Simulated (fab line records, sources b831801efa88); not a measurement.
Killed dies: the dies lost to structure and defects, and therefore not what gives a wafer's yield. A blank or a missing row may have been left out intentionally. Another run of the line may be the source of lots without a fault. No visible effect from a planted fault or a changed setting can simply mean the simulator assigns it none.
fab line records    flow sky130
record lots=13  wafers=39  last-day=50
route steps=708 shown CONTACT@429 METAL4@634 METAL5@665 PASSIVATION@684 PAD_OPEN@708
lots that met no fault: from a run of the same line without faults
start-h: the number of hours between the record's first day and the start of the first shown wafer of the lot    wait-h: how many hours have passed since the lot's step before this one    " repeats the value in the row above    L1.1+2: one row covering several wafers at once    - value missing, or start not given    * or withheld: withheld    < > ~ a bound
route shown NAME@n: a module of which the file shows steps, and the number in the route of the first    usual: mean/standard deviation taken from wafers without a fault    same: alike in all rows    chamber/n: place in a boat    sites: the reading at each site    _std_site: standard deviation of those values    _edge_site: inner sites' mean taken away from outer sites' mean    radius-mm: for every site, how far away it sits from the centre of the wafer    mask NAME#n: copy n    behind: tool/chamber where the wafer was last shaped    hold: reason for holding the lot/hours on hold/outcome of the hold    device: the n, p or np transistor that did not switch    end of line: tests run on the same wafers once the route is complete    where a step has no rows: the recipe by itself    killed: dies lost to structure and defects at the first sort, not the wafer's yield    map: dies across one wafer; x = killed, . = not, _ = none there
set.NAME: the setting the step ran with; set.NAME@STEP: the setting that earlier step ran with    model.NAME: the simulator's own value behind a step, which no gauge read
the route's steps for a sample of lots (tables are steps, rows are wafers)
services: from which hour (start-h, from the record's first day; less than 0 if before it) a tool's chamber was out of use, for how many hours, and why
## steps
# step SKY_CONTACT_SPUTTER_23
# recipe material=TiN  target-thk-nm=20  chamber-pressure-pa=5  power-w=4000  time-s=80
# usual throttle-valve-pct=29.4/1.1
# same time-s=80
lot.wafer  tool            chamber  start-h  wait-h  throttle-valve-pct
L199.1     pvd-sputter-01  -        744.32   0.0     29.2
L199.4     "               -        "        "       29.2
L199.6     "               -        "        "       30.4
L200.4     pvd-sputter-01  -        749.67   0.0     29.6
L200.5     "               -        "        "       29.5
L200.6     "               -        "        "       29.9
L201.1     pvd-sputter-01  -        754.63   0.0     29.9
L201.4     "               -        "        "       29.3
L201.6     "               -        "        "       28.1
L202.2     pvd-sputter-02  -        764.90   0.0     27.8
L202.3     "               -        "        "       32.1
L202.5     "               -        "        "       30.4
L203.2     pvd-sputter-04  -        787.35   0.0     29.9
L203.5     "               -        "        "       30.0
L203.6     "               -        "        "       28.1
L208.2     pvd-sputter-01  -        818.99   0.0     29.3
L208.3     "               -        "        "       30.2
L208.6     "               -        "        "       29.6
L209.2     pvd-sputter-01  -        822.83   0.0     29.5
L209.3     "               -        "        "       30.0
L209.4     "               -        "        "       29.4
L215.2     pvd-sputter-04  -        876.05   0.0     29.4
L215.4     "               -        "        "       30.0
L215.6     "               -        "        "       30.2
L216.1     pvd-sputter-02  -        882.03   0.0     30.0
L216.3     "               -        "        "       27.5
L216.5     "               -        "        "       27.8
L218.1     pvd-sputter-01  -        888.67   0.0     29.2
L218.4     "               -        "        "       29.9
L218.5     "               -        "        "       30.1
L219.1     pvd-sputter-02  -        892.10   0.0     30.2
L219.4     "               -        "        "       27.5
L219.5     "               -        "        "       29.8
L220.1     pvd-sputter-04  -        899.28   0.0     30.2
L220.2     "               -        "        "       29.2
L220.4     "               -        "        "       29.9
L221.1     pvd-sputter-01  -        909.40   0.0     30.0
L221.2     "               -        "        "       27.6
L221.5     "               -        "        "       29.2
# step SKY_METAL4_METAL_ETCH_18
# recipe target-depth-a=8450  stop-on=SiO2  over-etch-frac=0.3  time-s=183.1  chemistry=Cl2/BCl3  resist-sidewall-deg=88  pressure-mtorr=10  icp-w=900  bias-w=48.5  Cl2_flow_sccm=60  bcl3-flow-sccm=30
# usual drypump-motor-current-A=5.89/0.25  oes-product-au=0.865/0.0069  throttle-valve-pct=22.263/0.0093
# same over-etch-frac=0.3  time-s=183.1
lot.wafer  tool          chamber  start-h  wait-h  drypump-motor-current-A  oes-product-au  rf-hours-counter-h  throttle-valve-pct
L199.1     rie-metal-01  0        987.64   0.0     5.76                     0.866           5                   22.267
L199.4     "             0        "        "       5.76                     0.874           -                   22.271
L199.6     "             0        "        "       5.78                     0.864           -                   22.255
L200.4     rie-metal-01  1        994.24   0.1     5.66                     0.868           -                   22.245
L200.5     "             0        "        "       5.78                     0.869           -                   22.244
L200.6     "             1        "        "       5.64                     0.865           -                   22.258
L201.1     rie-metal-01  1        998.23   0.0     5.65                     0.870           9                   22.281
L201.4     "             1        "        "       5.64                     0.878           -                   22.261
L201.6     "             1        "        "       5.61                     0.867           -                   22.268
L202.2     rie-metal-03  0        1005.80  0.0     6.21                     0.874           8                   22.270
L202.3     "             0        "        "       6.19                     0.869           -                   22.267
L202.5     "             1        "        "       6.12                     0.861           -                   22.261
L203.2     rie-metal-02  1        1025.66  0.1     6.35                     0.861           -                   22.254
L203.5     "             1        "        "       6.37                     0.869           -                   22.261
L203.6     "             1        "        "       6.36                     0.859           -                   22.266
L208.2     rie-metal-01  1        1051.67  0.0     5.64                     0.867           13                  22.253
L208.3     "             1        "        "       5.65                     0.861           -                   22.277
L208.6     "             0        "        "       5.77                     0.864           -                   22.243
L209.2     rie-metal-01  0        1057.03  0.0     5.78                     0.866           10                  22.265
L209.3     "             1        "        "       5.64                     0.864           -                   22.245
L209.4     "             0        "        "       5.79                     0.876           -                   22.265
L215.2     rie-metal-01  1        1098.30  0.0     5.64                     0.864           16                  22.262
L215.4     "             0        "        "       5.77                     0.859           -                   22.256
L215.6     "             0        "        "       5.81                     0.863           -                   22.261
L216.1     rie-metal-03  0        1104.56  0.0     6.21                     0.862           15                  22.267
L216.3     "             1        "        "       6.12                     0.864           -                   22.263
L216.5     "             1        "        "       6.09                     0.865           -                   22.263
L218.1     rie-metal-03  0        1109.75  0.0     6.22                     0.860           15                  22.258
L218.4     "             0        "        "       6.18                     0.870           -                   22.267
L218.5     "             0        "        "       6.22                     0.877           -                   22.270
L219.1     rie-metal-01  1        1113.40  0.0     5.66                     0.867           17                  22.266
L219.4     "             1        "        "       5.69                     0.860           -                   22.254
L219.5     "             0        "        "       5.79                     0.865           -                   22.255
L220.1     rie-metal-02  1        1117.20  0.0     6.35                     0.874           15                  22.271
L220.2     "             0        "        "       5.64                     0.877           20                  22.275
L220.4     "             0        "        "       5.60                     0.861           -                   22.265
L221.1     rie-metal-03  0        1125.68  0.0     6.20                     0.862           17                  22.253
L221.2     "             1        "        "       6.11                     0.861           11                  22.263
L221.5     "             1        "        "       6.10                     0.876           -                   22.263
# step SKY_METAL5_SPUTTER_04
# recipe material=TiN  target-thk-nm=70  power-w=6500  time-s=57.49  chamber-pressure-pa=0.4
# usual throttle-valve-pct=29.9/1
# same time-s=57.49
lot.wafer  tool            chamber  start-h  wait-h  throttle-valve-pct
L199.1     pvd-sputter-03  -        1014.22  0.0     30.7
L199.4     "               -        "        "       29.5
L199.6     "               -        "        "       29.4
L200.4     pvd-sputter-03  -        1019.83  0.0     28.9
L200.5     "               -        "        "       29.6
L200.6     "               -        "        "       28.8
L201.1     pvd-sputter-03  -        1024.28  0.0     29.4
L201.4     "               -        "        "       29.8
L201.6     "               -        "        "       30.8
L202.2     pvd-sputter-03  -        1031.53  0.0     31.0
L202.3     "               -        "        "       29.3
L202.5     "               -        "        "       30.8
L203.2     pvd-sputter-04  -        1051.91  0.0     29.3
L203.5     "               -        "        "       30.2
L203.6     "               -        "        "       29.9
L208.2     pvd-sputter-04  -        1076.43  0.0     28.1
L208.3     "               -        "        "       30.4
L208.6     "               -        "        "       30.0
L209.2     pvd-sputter-02  -        1116.09  0.0     30.2
L209.3     "               -        "        "       30.0
L209.4     "               -        "        "       27.8
L215.2     pvd-sputter-03  -        1121.14  0.0     30.7
L215.4     "               -        "        "       29.4
L215.6     "               -        "        "       30.8
L216.1     pvd-sputter-03  -        1127.56  0.0     30.9
L216.3     "               -        "        "       29.7
L216.5     "               -        "        "       29.7
L218.1     pvd-sputter-02  -        1132.27  0.0     29.9
L218.4     "               -        "        "       30.1
L218.5     "               -        "        "       27.6
L219.1     pvd-sputter-03  -        1135.76  0.0     29.7
L219.4     "               -        "        "       30.8
L219.5     "               -        "        "       29.6
L220.1     pvd-sputter-02  -        1142.70  0.0     32.0
L220.2     "               -        "        "       27.5
L220.4     "               -        "        "       30.2
L221.1     pvd-sputter-02  -        1147.72  0.0     29.8
L221.2     "               -        "        "       32.2
L221.5     "               -        "        "       29.8
# step SKY_PASSIVATION_THK_MEAS_03
# recipe reads=Si3N4_of_PASSIVATION_CVD_02
# usual PASSIVATION_CVD_02_THK=540/7.9
lot.wafer  tool           chamber  start-h  wait-h  PASSIVATION_CVD_02_THK[nm]
L199.1     film-metro-03  -        1038.15  -       544
L199.4     "              -        "        "       530
L199.6     "              -        "        "       539
L200.4     film-metro-03  -        1044.23  -       541
L200.5     "              -        "        "       550
L200.6     "              -        "        "       537
L201.1     film-metro-02  -        1048.34  -       534
L201.4     "              -        "        "       544
L201.6     "              -        "        "       544
L202.2     film-metro-03  -        1055.02  -       527
L202.3     "              -        "        "       528
L202.5     "              -        "        "       536
L203.2     film-metro-02  -        1074.75  -       543
L203.5     "              -        "        "       532
L203.6     "              -        "        "       548
L208.2     film-metro-01  -        1098.67  -       545
L208.3     "              -        "        "       524
L208.6     "              -        "        "       539
L209.2     film-metro-02  -        1137.46  -       538
L209.3     "              -        "        "       553
L209.4     "              -        "        "       563
L215.2     film-metro-02  -        1141.24  -       536
L215.4     "              -        "        "       551
L215.6     "              -        "        "       549
L216.1     film-metro-03  -        1148.12  -       536
L216.3     "              -        "        "       529
L216.5     "              -        "        "       538
L218.1     film-metro-02  -        1151.16  -       529
L218.4     "              -        "        "       547
L218.5     "              -        "        "       536
L219.1     film-metro-01  -        1155.83  -       537
L219.4     "              -        "        "       552
L219.5     "              -        "        "       542
L220.1     film-metro-03  -        1160.61  -       536
L220.2     "              -        "        "       534
L220.4     "              -        "        "       547
L221.1     film-metro-03  -        1166.74  -       541
L221.2     "              -        "        "       532
L221.5     "              -        "        "       552
# step SKY_PAD_OPEN_PROBE_99
# usual killed_at_M0_to_M3=42/6.3  killed_at_M4_up=2.8/1.9  killed-at-contacts=23/5.3  killed-at-front-end=16/4.3  killed-at-other=0.2/0.51  killed-dies=84/9.3  killed-open=46/7.6  killed-short=38/6.3
# same gross-dies=492  killed-at-back-side=0
lot.wafer  tool       chamber  start-h  wait-h  killed_at_M0_to_M3  killed_at_M4_up  killed-at-contacts  killed-at-front-end  killed-at-other  killed-dies  killed-open  killed-short
L208.2     prober-01  -        1140.75  0.1     43                  6                56                  20                   0                125          48           37
L208.3     prober-01  -        1140.80  0.2     40                  4                44                  8                    0                96           42           32
L208.6     prober-01  -        1140.95  0.2     41                  6                61                  11                   1                120          46           35
L209.2     prober-01  -        1176.62  0.1     37                  5                70                  17                   0                129          43           40
L209.3     prober-01  -        1176.67  0.2     45                  4                46                  18                   1                114          44           41
L209.4     prober-01  -        1176.72  0.2     35                  2                65                  13                   0                115          39           35
L215.2     prober-02  -        1178.00  0.1     35                  2                25                  16                   0                78           32           46
L215.4     prober-02  -        1178.10  0.2     47                  1                27                  20                   0                95           47           48
L215.6     prober-02  -        1178.20  0.2     51                  3                42                  20                   0                116          69           47
# killed by level:class
L208.2 CONTACT:unspecified=40 VIA1:geometric-particle:open=15 CONTACT:geometric-particle:open=7 FIELD_ISO:geometric-particle:short=6 LI_CONTACT:geometric-particle:open=6 VIA2:geometric-particle:open=6 METAL1:geometric-particle:short=5 METAL2:geometric-particle:short=4
L208.3 CONTACT:unspecified=22 CONTACT:geometric-particle:open=9 METAL1:geometric-particle:short=9 VIA1:geometric-particle:open=8 VIA3:geometric-particle:open=7 VIA2:geometric-particle:open=6 LOCAL_INTERCONNECT:geometric-particle:short=4 CONTACT:geometric-particle:short=4
L208.6 CONTACT:unspecified=39 CONTACT:geometric-particle:open=11 VIA2:geometric-particle:open=8 LI_CONTACT:geometric-particle:open=5 VIA2:geometric-particle:short=5 METAL3:geometric-particle:short=5 POLY_GATE:geometric-particle:short=4 METAL2:geometric-particle:short=4
L209.2 CONTACT:unspecified=46 CONTACT:geometric-particle:open=10 VIA2:geometric-particle:open=8 VIA1:geometric-particle:open=7 FIELD_ISO:geometric-particle:short=6 POLY_GATE:geometric-particle:open=6 VIA2:geometric-particle:short=5 METAL1:geometric-particle:short=5
L209.3 CONTACT:unspecified=29 VIA1:geometric-particle:open=9 METAL1:geometric-particle:short=8 CONTACT:geometric-particle:open=7 CONTACT:geometric-particle:short=7 VIA3:geometric-particle:open=7 METAL2:geometric-particle:short=5 VIA2:geometric-particle:open=5
L209.4 CONTACT:unspecified=41 VIA1:geometric-particle:open=9 CONTACT:geometric-particle:open=8 LI_CONTACT:geometric-particle:open=6 VIA2:geometric-particle:open=6 METAL2:geometric-particle:short=6 FIELD_ISO:geometric-particle:open=4 LOCAL_INTERCONNECT:geometric-particle:short=4
L215.2 CONTACT:geometric-particle:short=9 METAL2:geometric-particle:short=8 FIELD_ISO:geometric-particle:short=7 METAL1:geometric-particle:short=7 CONTACT:geometric-particle:open=6 VIA1:geometric-particle:open=5 VIA3:geometric-particle:open=4 LI_CONTACT:geometric-particle:open=4
L215.4 VIA2:geometric-particle:open=11 CONTACT:geometric-particle:open=9 METAL2:geometric-particle:short=8 LI_CONTACT:geometric-particle:open=7 FIELD_ISO:geometric-particle:short=6 METAL1:geometric-particle:short=6 VIA1:geometric-particle:open=6 POLY_GATE:geometric-particle:short=5
L215.6 CONTACT:geometric-particle:open=16 METAL1:geometric-particle:short=10 VIA1:geometric-particle:open=9 VIA2:geometric-particle:open=8 LI_CONTACT:geometric-particle:short=7 LOCAL_INTERCONNECT:geometric-particle:short=7 LI_CONTACT:geometric-particle:open=6 VIA3:geometric-particle:open=6
## services
tool            chamber  start-h  hours  kind
pvd-sputter-01  -        726.56   2.3    repair
pvd-sputter-01  -        731.12   1.8    repair
rie-metal-03    -        741.63   1.0    repair
rie-metal-01    -        759.69   1.4    pm
pvd-sputter-04  -        763.74   1.4    repair
pvd-sputter-03  -        764.84   11.0   repair
pvd-sputter-01  -        764.88   0.6    repair
pvd-sputter-04  -        792.07   0.6    repair
rie-metal-03    -        805.44   0.8    repair
rie-metal-01    -        836.05   1.3    repair
rie-metal-03    -        867.09   0.2    repair
rie-metal-02    0        880.09   9.9    repair
pvd-sputter-01  -        943.66   3.0    repair
pvd-sputter-03  -        945.22   2.5    repair
pvd-sputter-03  -        946.85   3.5    repair
rie-metal-03    -        948.42   2.8    pm
rie-metal-02    1        982.77   17.3   repair
pvd-sputter-02  -        993.35   5.5    repair
pvd-sputter-03  -        995.67   5.6    repair
pvd-sputter-02  -        1015.64  4.9    repair
rie-metal-02    0        1023.90  9.1    repair
pvd-sputter-02  -        1048.61  1.5    repair
pvd-sputter-02  -        1075.05  1.3    repair
rie-metal-02    0        1120.70  2.9    repair
## key
first-sign step=SKY_PAD_OPEN_PROBE_99  reading=killed-at-contacts  direction=up  sigmas=6.4  usual=23  struck=57
effect step=SKY_PAD_OPEN_PROBE_99  reading=killed-dies  direction=up  sigmas=3.5  usual=84  struck=116
met-at SKY_CONTACT_SPUTTER_23
struck-lots L208,L209
tester-left-out L208,L209
not-acting-at SKY_METAL4_METAL_ETCH_18,SKY_METAL5_SPUTTER_04,SKY_PASSIVATION_THK_MEAS_03
onset-between 754.63 818.99
fault kind=chamber-particle-source  tool=pvd-sputter-01  chamber=-  onset-h=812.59  steps=SKY_CONTACT_SPUTTER_23  rate-per-visit-cm2=0.45981  end-h=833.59
# tester-left-out: of these lots the tester's yield and bins aren't shown, on N5 and GAA mostly nor the transistor test; their killed dies are dies lost to structure and defects alone, not to doping, threshold or leakage, so they don't give the yield
